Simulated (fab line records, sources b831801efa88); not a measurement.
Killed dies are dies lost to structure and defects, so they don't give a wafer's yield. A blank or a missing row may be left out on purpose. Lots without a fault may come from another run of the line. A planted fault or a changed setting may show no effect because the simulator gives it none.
fab line records | flow sky130
record lots=5 wafers=15 last_day=50
route steps=708 shown METAL5@669 PASSIVATION@681 PAD_OPEN@694
lots that met no fault: from a run of the same line without faults
start_h: hours from the record's first day to the start of the lot's first wafer shown | wait_h: hours since the lot's step before | " the same as in the row above | L1.1+2: a row that stands for several wafers | - no value, or no start given | * or withheld: withheld | < > ~ a bound
route shown NAME@n: a module of which the file shows steps, and the number in the route of the first | usual: mean/standard deviation of fault-free wafers | same: alike in all rows | chamber/n: place in a boat | sites: the reading at each site | _std_site: their standard deviation | _edge_site: outer sites' mean less inner sites' | radius_mm: how far each site lies from the wafer's centre | mask NAME#n: copy n | behind: the tool/chamber that last shaped the wafer | hold: why the lot was held/for how many hours/how that ended | device: the transistor (n, p or np) that didn't switch | end of line: the same wafers' tests at the end of the route | a step without rows: its recipe alone | killed: dies lost to structure and defects at the first sort, not the wafer's yield | map: a wafer's dies, x killed, . not, _ none there
set.NAME: the setting as run; set.NAME@STEP: as run at that earlier step | model.NAME: the simulator's own value behind a step, which no gauge read
lots at some steps of the route; a table a step, a row a wafer
services: from which hour (start_h, from the record's first day; less than 0 if before it) a tool's chamber was out of use, for how many hours, and why
## steps
# step SKY_METAL5_HMDS_08
# recipe prime_time_s=60 prime_temp_c=120
# step SKY_METAL5_COAT_09
# recipe resist=NOVOLAK spin_rpm=3000 resist_thk_nm=1800
# step SKY_METAL5_SOFTBAKE_10
# recipe temp_c=90 time_s=60 resist=NOVOLAK
# step SKY_METAL5_EXPOSE_11
# recipe mask_id=MM5 na=0.6 source_shape=conventional sigma_outer=0.6 polarization=unpolarized target_cd_nm=1600 dose_mj=190
# step SKY_METAL5_PEB_12
# recipe temp_c=withheld time_s=* resist=NOVOLAK
# step SKY_METAL5_DEVELOP_13
# recipe resist=NOVOLAK developer=TMAH develop_time_s=60 dev_temp_c=23
# step SKY_METAL5_DESCUM_14
# recipe chemistry=O2 source_power_w=150 bias_power_w=0 pressure_mtorr=10 temp_c=40 time_s=11
# usual drypump_motor_current_A=5.8/0.55 oes_product_au=1.000/0.0071 temp_c=40.02/0.11
# columns lot.wafer tool chamber start_h wait_h drypump_motor_current_A oes_product_au rf_hours_counter_h temp_c
L558.3 rie_metal-02 0 1045.88 0.1 5.2 0.999 - 39.99
L558.5 " 1 " " 6.6 1.005 - 40.13
L558.6 " 0 " " 5.2 1.005 - 40.04
L559.1 rie_metal-02 0 1051.30 0.1 5.2 1.001 8 40.02
L559.2 " 1 " " 6.6 1.008 10 40.06
L559.6 " 0 " " 5.2 1.003 - 39.93
L570.1 rie_metal-04 1 1111.93 0.1 5.0 0.996 16 40.03
L570.2 " 0 " " 5.5 0.989 20 39.96
L570.6 " 0 " " 5.5 0.989 - 39.94
L580.1 rie_metal-02 0 1162.12 0.1 5.2 0.987 16 40.00
L580.2 " 1 " " 6.6 0.999 19 39.96
L580.3 " 0 " " 5.2 0.995 - 39.98
L581.2 rie_metal-03 1 1167.50 0.1 6.2 1.005 18 40.02
L581.5 " 1 " " 6.2 1.012 - 39.87
L581.6 " 0 " " 5.4 1.001 - 39.94
# step SKY_METAL5_METAL_ETCH_15
# recipe target_depth_a=12600 stop_on=SiO2 over_etch_frac=0.2 time_s=252 chemistry=Cl2/BCl3 resist_sidewall_deg=86 pressure_mtorr=10 icp_w=900 bias_w=48.5 Cl2_flow_sccm=60 bcl3_flow_sccm=30
# usual drypump_motor_current_A=5.8/0.54 oes_product_au=0.894/0.0051 throttle_valve_pct=22.264/0.0092
# columns lot.wafer tool chamber start_h wait_h drypump_motor_current_A oes_product_au rf_hours_counter_h throttle_valve_pct
L558.3 rie_metal-02 0 1045.98 0.1 5.2 0.898 - 22.253
L558.5 " 1 " " 6.6 0.896 - 22.243
L558.6 " 0 " " 5.2 0.892 - 22.262
L559.1 rie_metal-02 0 1051.34 0.0 5.2 0.898 8 22.267
L559.2 " 1 " " 6.6 0.894 11 22.254
L559.6 " 0 " " 5.2 0.902 - 22.271
L570.1 rie_metal-04 1 1111.97 0.0 5.1 0.894 17 22.256
L570.2 " 0 " " 5.6 0.894 20 22.273
L570.6 " 0 " " 5.6 0.895 - 22.264
L580.1 rie_metal-02 0 1162.15 0.0 5.3 0.901 16 22.265
L580.2 " 1 " " 6.6 0.885 19 22.258
L580.3 " 0 " " 5.2 0.903 - 22.268
L581.2 rie_metal-03 1 1167.54 0.0 6.1 0.889 18 22.272
L581.5 " 1 " " 6.2 0.888 - 22.249
L581.6 " 0 " " 5.4 0.898 - 22.255
# step SKY_METAL5_STRIP_16
# recipe chemistry=O2/N2 power_w=1400 pressure_mtorr=1500 platen_temp_c=withheld o2_flow_sccm=3000 n2_flow_sccm=300 overash_fraction=0.5
# usual drypump_motor_current_A=5.71/0.2 n2_flow_sccm=300.0/0.96 oes_product_au=0.710/0.0043 strip_time_to_endpoint_s=13.08/0.09
# columns lot.wafer tool chamber start_h wait_h drypump_motor_current_A n2_flow_sccm oes_product_au rf_hours_counter_h strip_time_to_endpoint_s
L558.3 plasma_asher-01 1 1046.17 0.1 5.73 300.9 0.704 - 13.11
L558.5 " 0 " " 5.80 298.5 0.709 - 13.04
L558.6 " 1 " " 5.73 300.1 0.707 - 13.13
L559.1 plasma_asher-01 1 1051.57 0.2 5.73 301.9 0.710 92 13.05
L559.2 " 0 " " 5.78 300.8 0.712 92 13.03
L559.6 " 1 " " 5.74 299.9 0.713 - 13.04
L570.1 plasma_asher-03 0 1112.20 0.2 5.97 300.0 0.703 5 13.16
L570.2 " 1 " " 5.71 299.7 0.706 5 13.14
L570.6 " 1 " " 5.70 299.7 0.707 - 13.23
L580.1 plasma_asher-01 1 1162.39 0.2 5.73 298.0 0.704 105 13.15
L580.2 " 0 " " 5.76 302.0 0.707 105 13.00
L580.3 " 1 " " 5.72 299.4 0.716 - 13.03
L581.2 plasma_asher-03 1 1167.77 0.2 5.69 298.7 0.709 10 13.06
L581.5 " 1 " " 5.71 301.1 0.711 - 13.10
L581.6 " 0 " " 5.98 300.7 0.704 - 13.08
# step SKY_METAL5_STRIP_17
# recipe chemistry=post_etch_residue_remover time_s=1200 temp_c=72.5
# step SKY_METAL5_CLEAN_18
# recipe chemistry=IPA time_s=180 temp_c=25
# step SKY_METAL5_CLEAN_19
# recipe chemistry=O3/DIW dry=n2_spin
# step SKY_PASSIVATION_CVD_00
# recipe material=SiO2 target_thk_nm=90 temp_c=400 time_s=withheld rf_w=600
# usual heater_power_w=616/71
# columns lot.wafer tool chamber start_h wait_h heater_power_w model.SiO2_of_PASSIVATION_CVD_00.thk_nm
L558.3 pecvd-01 0 1046.78 0.0 472 91.67
L558.5 " 0 " " 475 91.67
L558.6 " 2 " " 665 92.03
L559.1 pecvd-02 0 1052.17 0.0 651 89.78
L559.2 " 2 " " 737 89.56
L559.6 " 2 " " 580 91.19
L570.1 pecvd-02 0 1112.79 0.0 584 90.22
L570.2 " 2 " " 729 39.18
L570.6 " 0 " " 592 92.26
L580.1 pecvd-03 2 1163.01 0.0 626 89.73
L580.2 " 1 " " 522 89.34
L580.3 " 0 " " 629 89.45
L581.2 pecvd-03 1 1168.37 0.0 506 88.52
L581.5 " 0 " " 613 89.8
L581.6 " 1 " " 520 89.75
# step SKY_PASSIVATION_THK_MEAS_01
# recipe reads=SiO2_of_PASSIVATION_CVD_00
# usual PASSIVATION_CVD_00_THK=90.4/1
# columns lot.wafer tool chamber start_h wait_h PASSIVATION_CVD_00_THK[nm]
L558.3 film_metro-02 - 1046.82 - 91.7
L558.5 " - " " 91.7
L558.6 " - " " 92.1
L559.1 film_metro-02 - 1052.20 - 89.8
L559.2 " - " " 89.5
L559.6 " - " " 91.2
L570.1 film_metro-02 - 1112.81 - 90.1
L570.2 " - " " 39.1
L570.6 " - " " 92.3
L580.1 film_metro-03 - 1163.03 - 89.7
L580.2 " - " " 89.2
L580.3 " - " " 89.5
L581.2 film_metro-03 - 1168.41 - 88.5
L581.5 " - " " 89.7
L581.6 " - " " 89.7
# step SKY_PASSIVATION_CVD_02
# recipe material=Si3N4 target_thk_nm=540 temp_c=400 time_s=withheld rf_w=450
# usual heater_power_w=666/63
# columns lot.wafer tool chamber start_h wait_h heater_power_w
L558.3 pecvd-02 0 1047.09 0.3 741
L558.5 " 0 " " 637
L558.6 " 0 " " 676
L559.1 pecvd-03 0 1052.26 0.1 567
L559.2 " 1 " " 522
L559.6 " 0 " " 616
L570.1 pecvd-01 1 1112.87 0.1 713
L570.2 " 0 " " 637
L570.6 " 1 " " 710
L580.1 pecvd-02 0 1163.09 0.1 647
L580.2 " 2 " " 657
L580.3 " 1 " " 618
L581.2 pecvd-02 0 1168.46 0.0 704
L581.5 " 1 " " 559
L581.6 " 0 " " 767
# step SKY_PASSIVATION_THK_MEAS_03
# recipe reads=Si3N4_of_PASSIVATION_CVD_02
# usual PASSIVATION_CVD_02_THK=538/6.8
# columns lot.wafer tool chamber start_h wait_h PASSIVATION_CVD_02_THK[nm]
L558.3 film_metro-01 - 1047.56 - 539
L558.5 " - " " 537
L558.6 " - " " 546
L559.1 film_metro-02 - 1052.49 - 536
L559.2 " - " " 536
L559.6 " - " " 550
L570.1 film_metro-02 - 1113.10 - 534
L570.2 " - " " 532
L570.6 " - " " 549
L580.1 film_metro-01 - 1163.32 - 529
L580.2 " - " " 522
L580.3 " - " " 526
L581.2 film_metro-01 - 1168.70 - 535
L581.5 " - " " 539
L581.6 " - " " 542
# step SKY_PASSIVATION_DEHYDRATE_04
# recipe temp_c=200 time_s=60
# step SKY_PASSIVATION_HMDS_05
# recipe prime_time_s=60 prime_temp_c=120
# step SKY_PASSIVATION_COAT_06
# recipe spin_rpm=2000 resist_thk_nm=3000
# step SKY_PASSIVATION_SOFTBAKE_07
# recipe temp_c=110 time_s=withheld
# step SKY_PASSIVATION_EXPOSE_08
# recipe mask_id=NSM target_cd_nm=3000 na=0.57 dose_mj=260
# step SKY_PASSIVATION_PEB_09
# recipe temp_c=115 time_s=withheld
# step SKY_PASSIVATION_DEVELOP_10
# recipe develop_time_s=60 dev_temp_c=23
# step SKY_PASSIVATION_ETCH_11
# recipe chemistry=CF4/O2 target_depth_nm=725 stop_on=AlCu source_w=800 bias_w=150 pressure_mtorr=150 cf4_flow_sccm=80 O2_flow_sccm=10 time_s=161.1
# usual drypump_motor_current_A=5.6/0.42 oes_product_au=0.977/0.0071 throttle_valve_pct=5.966/0.0089
# columns lot.wafer tool chamber start_h wait_h drypump_motor_current_A oes_product_au rf_hours_counter_h throttle_valve_pct model.etch.depth_nm model.PASSIVATION.feature_depth_nm
L558.3 rie_diel-01 2 1069.00 - 5.6 0.967 19 5.969 704.5 704.5
L558.5 " 0 " " 5.4 0.976 - 5.957 702.4 702.4
L558.6 " 3 " " 6.3 0.987 - 5.959 712.3 712.3
L559.1 rie_diel-04 0 1074.63 - 5.5 0.974 8 5.968 700 700
L559.2 " 1 " " 5.0 0.978 18 5.961 699.1 699.1
L559.6 " 1 " " 5.0 0.986 - 5.972 715.2 715.2
L570.1 rie_diel-01 0 1132.55 - 5.4 0.988 17 5.953 698.9 698.9
L570.2 " 3 " " 6.3 0.930 22 5.952 645.7 645.7
L570.6 " 0 " " 5.4 0.985 - 5.966 714.8 714.8
L580.1 rie_diel-03 3 1180.13 - 5.7 0.968 30 5.951 692.7 692.7
L580.2 " 2 " " 5.3 0.962 20 5.978 684.4 684.4
L580.3 " 1 " " 5.7 0.973 31 5.967 689.9 689.9
L581.2 rie_diel-01 0 1185.40 - 5.4 0.974 20 5.957 699.2 699.2
L581.5 " 2 " " 5.6 0.986 - 5.965 703.8 703.8
L581.6 " 3 " " 6.3 0.981 - 5.957 705.2 705.2
# step SKY_PASSIVATION_STRIP_12
# recipe chemistry=O2/N2 power_w=1400 pressure_mtorr=1500 platen_temp_c=withheld overash_fraction=0.7 o2_flow_sccm=3000 n2_flow_sccm=300
# usual drypump_motor_current_A=5.78/0.29 n2_flow_sccm=299.9/0.87 oes_product_au=0.661/0.0047 strip_time_to_endpoint_s=31.54/0.1
# columns lot.wafer tool chamber start_h wait_h drypump_motor_current_A n2_flow_sccm oes_product_au rf_hours_counter_h strip_time_to_endpoint_s
L558.3 plasma_asher-03 0 1069.14 0.1 5.95 297.9 0.664 - 31.46
L558.5 " 0 " " 5.96 297.0 0.659 - 31.58
L558.6 " 1 " " 5.70 299.7 0.663 - 31.48
L559.1 plasma_asher-02 0 1074.74 0.1 6.38 299.9 0.667 65 31.53
L559.2 " 1 " " 5.24 299.6 0.668 65 31.47
L559.6 " 1 " " 5.24 299.4 0.665 - 31.57
L570.1 plasma_asher-03 1 1132.65 0.1 5.69 300.7 0.660 7 31.67
L570.2 " 0 " " 5.96 298.6 0.662 7 31.74
L570.6 " 0 " " 5.94 300.7 0.657 - 31.63
L580.1 plasma_asher-02 1 1180.24 0.1 5.22 300.4 0.660 71 31.36
L580.2 " 0 " " 6.34 298.4 0.656 71 31.52
L580.3 " 0 " " 6.36 299.7 0.660 - 31.44
L581.2 plasma_asher-02 0 1185.50 0.1 6.36 298.2 0.660 71 31.32
L581.5 " 1 " " 5.24 299.7 0.664 - 31.47
L581.6 " 0 " " 6.39 299.1 0.658 - 31.37
# step SKY_PAD_OPEN_DEHYDRATE_00
# recipe temp_c=200 time_s=60
# step SKY_PAD_OPEN_HMDS_01
# recipe prime_time_s=60 prime_temp_c=120
# step SKY_PAD_OPEN_COAT_02
# recipe spin_rpm=2000 resist_thk_nm=3000
# step SKY_PAD_OPEN_SOFTBAKE_03
# recipe temp_c=110 time_s=withheld
# step SKY_PAD_OPEN_EXPOSE_04
# recipe mask_id=PDM target_cd_nm=60000 na=0.57 dose_mj=260
# step SKY_PAD_OPEN_PEB_05
# recipe temp_c=115 time_s=withheld
# step SKY_PAD_OPEN_DEVELOP_06
# recipe develop_time_s=60 dev_temp_c=23
# step SKY_PAD_OPEN_ETCH_07
# recipe chemistry=CF4/O2 target_depth_nm=725 stop_on=AlCu source_w=800 bias_w=150 pressure_mtorr=150 cf4_flow_sccm=80 O2_flow_sccm=10 time_s=161.1
# usual drypump_motor_current_A=5.7/0.43 oes_product_au=0.977/0.0071 throttle_valve_pct=5.964/0.01
# columns lot.wafer tool chamber start_h wait_h drypump_motor_current_A oes_product_au rf_hours_counter_h throttle_valve_pct model.PAD_OPEN.feature_depth_nm model.etch.depth_nm
L558.3 rie_diel-01 2 1091.43 - 5.6 0.978 20 5.952 704.5 704.5
L558.5 " 3 " " 6.3 0.973 - 5.974 702.4 702.4
L558.6 " 0 " " 5.4 0.984 - 5.964 712.3 712.3
L559.1 rie_diel-03 2 1096.47 - 5.3 0.973 16 5.979 700 700
L559.2 " 0 " " 5.9 0.966 29 5.965 699.1 699.1
L559.6 " 0 " " 5.9 0.986 - 5.975 715.2 715.2
L570.1 rie_diel-01 3 1151.40 - 6.3 0.980 22 5.963 698.9 698.9
L570.2 " 2 " " 5.6 0.933 23 5.959 645.7 645.7
L570.6 " 3 " " 6.3 0.993 - 5.965 714.8 714.8
L580.1 rie_diel-03 2 1195.30 - 5.3 0.978 21 5.949 692.7 692.7
L580.2 " 3 " " 5.7 0.970 30 5.959 684.4 684.4
L580.3 " 1 " " 5.7 0.964 32 5.956 689.9 689.9
L581.2 rie_diel-01 1 1200.30 - 6.5 0.978 21 5.951 699.2 699.2
L581.5 " 1 " " 6.5 0.975 - 5.959 703.8 703.8
L581.6 " 0 " " 5.4 0.983 - 5.968 705.2 705.2
# step SKY_PAD_OPEN_STRIP_08
# recipe chemistry=O2/N2 power_w=1400 pressure_mtorr=1500 platen_temp_c=withheld overash_fraction=0.7 o2_flow_sccm=3000 n2_flow_sccm=300
# step SKY_PAD_OPEN_PROBE_99
# usual defect_limited_yield=82.5/2 killed_at_M0_to_M3=43/7.1 killed_at_M4_up=3.3/2 killed_at_contacts=24/5.1 killed_at_front_end=15/4.6 killed_at_other=0.3/0.6 killed_dies=86/9.6 killed_open=46/7.3 killed_short=39/6.7 sort_bin_3_pad_short=0.9/0.44 sort_bin_5_function=10.4/1.5 sort_bin_6_memory=6.2/1.1 sort_n_pass=406/9.6 sort_yield_pct=82.5/2
# same gross_dies=492 killed_at_back_side=0 sort_bin_4_leakage[%]=0 sort_bin_8_speed[%]=0
# columns lot.wafer tool chamber start_h wait_h defect_limited_yield[%] killed_at_M0_to_M3 killed_at_M4_up killed_at_contacts killed_at_front_end killed_at_other killed_dies killed_open killed_short sort_bin_3_pad_short[%] sort_bin_5_function[%] sort_bin_6_memory[%] sort_n_pass sort_yield_pct[%]
L558.3 prober-01 - 1094.28 0.2 80.9 41 1 31 20 1 94 58 35 1.4 10.8 6.9 398 80.9
L558.5 prober-01 - 1094.38 0.2 83.1 49 3 24 7 0 83 41 42 0.6 10.6 5.7 409 83.1
L558.6 prober-01 - 1094.43 0.2 81.7 41 4 28 17 0 90 53 37 0.4 11.2 6.7 402 81.7
L559.1 prober-01 - 1099.14 0.1 81.9 45 3 20 20 1 89 32 56 1.6 10.0 6.5 403 81.9
L559.2 prober-01 - 1099.19 0.1 85.8 34 3 19 13 1 70 35 35 0.8 9.6 3.9 422 85.8
L559.6 prober-01 - 1099.39 0.2 85.2 39 2 17 14 1 73 49 23 0.2 9.1 5.5 419 85.2
L570.1 prober-01 - 1153.71 0.1 79.7 55 1 23 21 0 100 65 35 0.8 11.8 7.7 392 79.7
L570.2 prober-01 - 1153.76 0.1 80.5 40 3 37 16 0 96 54 42 1.6 11.8 6.1 396 80.5
L570.6 prober-01 - 1153.96 0.2 81.9 41 6 31 10 1 89 51 38 0.4 9.6 8.1 403 81.9
L580.1 prober-01 - 1197.63 0.1 81.9 42 3 28 15 1 89 45 44 0.8 10.8 6.5 403 81.9
L580.2 prober-01 - 1197.68 0.1 86.6 32 1 20 13 0 66 39 27 0.8 7.9 4.7 426 86.6
L580.3 prober-01 - 1197.73 0.2 78.7 44 3 32 26 0 105 53 52 1.0 12.2 8.1 387 78.7
L581.2 prober-02 - 1202.70 0.1 81.5 47 3 24 16 1 91 49 41 1.4 10.2 6.9 401 81.5
L581.5 prober-02 - 1202.85 0.2 82.9 48 7 18 11 0 84 49 35 0.8 9.1 7.1 408 82.9
L581.6 prober-02 - 1202.90 0.2 82.3 42 5 25 15 0 87 45 42 1.4 9.8 6.5 405 82.3
# killed by level:class
L558.3 CONTACT:geometric_particle:open=15 VIA1:geometric_particle:open=13 LI_CONTACT:geometric_particle:open=7 FIELD_ISO:geometric_particle:open=6 POLY_GATE:geometric_particle:open=5 VIA2:geometric_particle:short=5 POLY_GATE:geometric_particle:short=4 LOCAL_INTERCONNECT:geometric_particle:short=4
L558.5 VIA1:geometric_particle:open=9 VIA2:geometric_particle:open=8 LI_CONTACT:geometric_particle:open=7 LOCAL_INTERCONNECT:geometric_particle:short=6 VIA3:geometric_particle:open=6 VIA2:geometric_particle:short=6 CONTACT:geometric_particle:open=5 CONTACT:geometric_particle:short=5
L558.6 VIA2:geometric_particle:open=12 LI_CONTACT:geometric_particle:open=10 CONTACT:geometric_particle:open=7 POLY_GATE:geometric_particle:open=6 METAL1:geometric_particle:short=6 CONTACT:geometric_particle:short=5 METAL2:geometric_particle:short=5 POLY_GATE:geometric_particle:short=4
L559.1 METAL2:geometric_particle:short=10 POLY_GATE:geometric_particle:short=8 VIA1:geometric_particle:open=7 VIA1:geometric_particle:short=6 VIA2:geometric_particle:short=6 VIA2:geometric_particle:open=6 FIELD_ISO:geometric_particle:short=5 LOCAL_INTERCONNECT:geometric_particle:short=5
L559.2 CONTACT:geometric_particle:open=9 POLY_GATE:geometric_particle:short=6 METAL1:geometric_particle:short=6 VIA2:geometric_particle:open=6 METAL2:geometric_particle:short=5 VIA1:geometric_particle:open=5 LI_CONTACT:geometric_particle:open=4 CONTACT:geometric_particle:short=4
L559.6 VIA1:geometric_particle:open=15 VIA2:geometric_particle:open=9 LI_CONTACT:geometric_particle:open=6 CONTACT:geometric_particle:open=6 METAL1:geometric_particle:short=5 LOCAL_INTERCONNECT:geometric_particle:short=4 VIA3:geometric_particle:open=4 FIELD_ISO:geometric_particle:short=3
L570.1 VIA1:geometric_particle:open=11 VIA2:geometric_particle:open=10 LI_CONTACT:geometric_particle:open=9 VIA3:geometric_particle:open=8 METAL1:geometric_particle:short=8 LOCAL_INTERCONNECT:geometric_particle:short=5 CONTACT:geometric_particle:open=5 FIELD_ISO:geometric_particle:short=4
L570.2 LI_CONTACT:geometric_particle:open=11 CONTACT:geometric_particle:open=11 LOCAL_INTERCONNECT:geometric_particle:short=8 VIA1:geometric_particle:open=7 VIA3:geometric_particle:open=7 METAL1:geometric_particle:short=5 VIA1:geometric_particle:short=5 FIELD_ISO:geometric_particle:short=4
L570.6 VIA1:geometric_particle:open=11 LI_CONTACT:geometric_particle:open=10 CONTACT:geometric_particle:open=9 VIA2:geometric_particle:open=8 LI_CONTACT:geometric_particle:short=4 LOCAL_INTERCONNECT:geometric_particle:short=4 CONTACT:geometric_particle:short=4 METAL1:geometric_particle:short=4
L580.1 CONTACT:geometric_particle:open=12 VIA1:geometric_particle:open=7 VIA3:geometric_particle:open=7 VIA1:geometric_particle:short=6 LI_CONTACT:geometric_particle:open=6 METAL2:geometric_particle:short=6 FIELD_ISO:geometric_particle:short=4 VIA3:geometric_particle:short=4
L580.2 CONTACT:geometric_particle:open=9 LI_CONTACT:geometric_particle:open=6 VIA2:geometric_particle:open=6 VIA1:geometric_particle:open=5 FIELD_ISO:geometric_particle:open=4 METAL1:geometric_particle:short=4 METAL2:geometric_particle:short=4 FIELD_ISO:geometric_particle:short=3
L580.3 CONTACT:geometric_particle:open=13 VIA1:geometric_particle:open=9 POLY_GATE:geometric_particle:short=8 LI_CONTACT:geometric_particle:open=8 POLY_GATE:geometric_particle:open=6 VIA2:geometric_particle:open=6 FIELD_ISO:geometric_particle:short=5 METAL1:geometric_particle:short=5
L581.2 VIA3:geometric_particle:open=12 CONTACT:geometric_particle:open=8 VIA1:geometric_particle:open=7 POLY_GATE:geometric_particle:short=6 METAL1:geometric_particle:short=6 VIA3:geometric_particle:short=6 CONTACT:geometric_particle:short=5 LOCAL_INTERCONNECT:geometric_particle:open=4
L581.5 VIA1:geometric_particle:open=14 VIA3:geometric_particle:open=12 VIA3:geometric_particle:short=7 CONTACT:geometric_particle:open=6 FIELD_ISO:geometric_particle:short=5 VIA2:geometric_particle:open=5 METAL4:geometric_particle:short=5 LI_CONTACT:geometric_particle:open=4
L581.6 LI_CONTACT:geometric_particle:open=11 METAL1:geometric_particle:short=8 VIA1:geometric_particle:open=7 CONTACT:geometric_particle:open=6 METAL2:geometric_particle:short=6 VIA2:geometric_particle:open=5 CONTACT:geometric_particle:short=5 VIA3:geometric_particle:open=5
## services
# columns tool chamber start_h hours kind
rie_metal-03 - 1025.77 2.8 pm
plasma_asher-03 - 1026.99 1.8 repair
rie_metal-03 - 1030.18 14.6 pm
pecvd-02 2 1033.91 5.8 repair
rie_metal-02 - 1035.55 1.0 repair
pecvd-01 1 1038.85 21.9 repair
plasma_asher-03 - 1055.25 9.0 pm
plasma_asher-01 - 1056.06 0.4 repair
rie_diel-01 3 1059.85 4.8 repair
rie_metal-03 - 1081.79 5.9 repair
pecvd-03 - 1109.69 14.6 pm
pecvd-01 - 1115.55 6.0 pm
plasma_asher-02 - 1117.44 18.1 repair
pecvd-01 - 1122.52 20.3 repair
plasma_asher-02 - 1138.53 28.1 pm
pecvd-01 - 1142.83 2.8 pm
rie_diel-01 3 1143.54 4.0 repair
rie_diel-03 - 1147.68 4.3 repair
rie_metal-02 - 1153.49 2.1 repair
plasma_asher-03 - 1155.61 12.1 repair
rie_diel-03 0 1168.75 26.9 repair
pecvd-01 1 1180.37 20.2 repair
rie_metal-04 - 1184.08 2.8 pm
plasma_asher-03 - 1184.26 7.3 repair
## key
first_sign step=SKY_PASSIVATION_THK_MEAS_01 reading=PASSIVATION_CVD_00_THK direction=down sigmas=49 usual=90.4 struck=39.1
effect step=SKY_PASSIVATION_ETCH_11 reading=oes_product_au direction=down sigmas=6.7 usual=0.977 struck=0.930
effect step=SKY_PAD_OPEN_ETCH_07 reading=oes_product_au direction=down sigmas=6.1 usual=0.977 struck=0.933
model_effect step=SKY_PASSIVATION_CVD_00 value=SiO2_of_PASSIVATION_CVD_00.thk_nm without=90.29 struck=39.18
model_effect step=SKY_PASSIVATION_ETCH_11 value=etch.depth_nm without=696.8 struck=645.7
model_effect step=SKY_PAD_OPEN_ETCH_07 value=PAD_OPEN.feature_depth_nm without=696.8 struck=645.7
met_at SKY_PASSIVATION_CVD_00
struck_wafers L570.2
onset_between 1052.17 1112.79
fault kind=process_parameter_drift tool=pecvd-02 chamber=- onset_h=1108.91 steps=SKY_PASSIVATION_CVD_00 channel=target_thk_nm offset=-51.498 shape=step end_h=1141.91 scope=struck_wafers_only acts_in=these_recipes_only stated=90
